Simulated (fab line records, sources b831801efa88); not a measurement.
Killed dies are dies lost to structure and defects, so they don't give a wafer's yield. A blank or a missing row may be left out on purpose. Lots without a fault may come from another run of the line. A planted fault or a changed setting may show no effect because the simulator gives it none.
A struck lot beside a sound one | flow sky130 | 14 steps out of a route of 708
Sound: wafers L700.1, L700.5, L700.6. Struck: wafers L701.4, L701.5, L701.6. The cause comes at the end.
At each step with rows: each side's tool, then ch and its chambers, then its first start. Under that, the readings that differ: sound wafers | struck wafers | difference of the means | sigmas: that difference in standard deviations of wafers without a fault.
alike: readings whose means differ by less than 2 such deviations, and words and numbers that are the same on both sides. not compared: withheld readings, readings that some wafer has no value for, bounds like >300 that may hide the same value, and numbers for which the record gives no deviation and whose values overlap.
The two part at a step that has a row with sigmas, a row that says differs or no value, or rows on one side only. Numbers that don't overlap but have no deviation are shown without sigmas and don't part them. A reading that every wafer of one side lacks parts them only if that side has two wafers or more.

SKY_VIA3_CMP_02: polishes SiO2.
  sound on cmp-01 ch 0,3, day 38 09:40; struck on cmp-02 ch 1,2, day 39 07:06
  alike: edge_zone_pressure_frac, motor_current_A
SKY_VIA3_BOW_MEAS_03:
  sound on film_metro-04, day 38 09:58; struck on film_metro-02, day 39 07:25
  alike: VIA3_BOW
then, 8 steps without rows for these wafers: SKY_VIA3_DEHYDRATE_04 (time 60 s); SKY_VIA3_HMDS_05 (prime time 60 s); SKY_VIA3_COAT_06 (resist thk 60 nm); SKY_VIA3_COAT_07 (resist thk 450 nm); SKY_VIA3_SOFTBAKE_08 (time 90 s); SKY_VIA3_EXPOSE_09 (exposes mask VIM3, target cd 200 nm); SKY_VIA3_PEB_10; SKY_VIA3_DEVELOP_11 (develop time 60 s).
SKY_VIA3_CD_MEAS_12: target cd 200 nm.
  sound on cd_sem-01, day 39 12:15; struck on cd_sem-01, day 40 08:41
  alike: cd_nm
SKY_VIA3_OVL_MEAS_13:
  sound on overlay-01, day 39 12:22; struck on overlay-02, day 40 08:46
  alike: VIA3_OVL
SKY_VIA3_ETCH_14: etches BARC in N2/H2, stops on SiO2, time 45.9 s, target depth 60 nm.
  sound on rie_diel-04 ch 2,3, day 39 12:25; struck on rie_diel-04 ch 0,1,2, day 40 08:47
  alike: drypump_motor_current_A, oes_product_au, throttle_valve_pct
  not compared: rf_hours_counter_h, model.KrF-thick_of_VIA3_COAT_07.thk_nm
SKY_VIA3_ETCH_15: etches SiO2 in C4F8/O2/Ar, stops on TiN, target depth 507 nm, time 78 s.
  sound on rie_diel-04 ch 2,3, day 39 12:27; struck on rie_diel-04 ch 0,1,2, day 40 08:49
  alike: oes_product_au
  not compared: rf_hours_counter_h

WHERE THEY PART
Nowhere in this record.

WHY: what the simulator had put in
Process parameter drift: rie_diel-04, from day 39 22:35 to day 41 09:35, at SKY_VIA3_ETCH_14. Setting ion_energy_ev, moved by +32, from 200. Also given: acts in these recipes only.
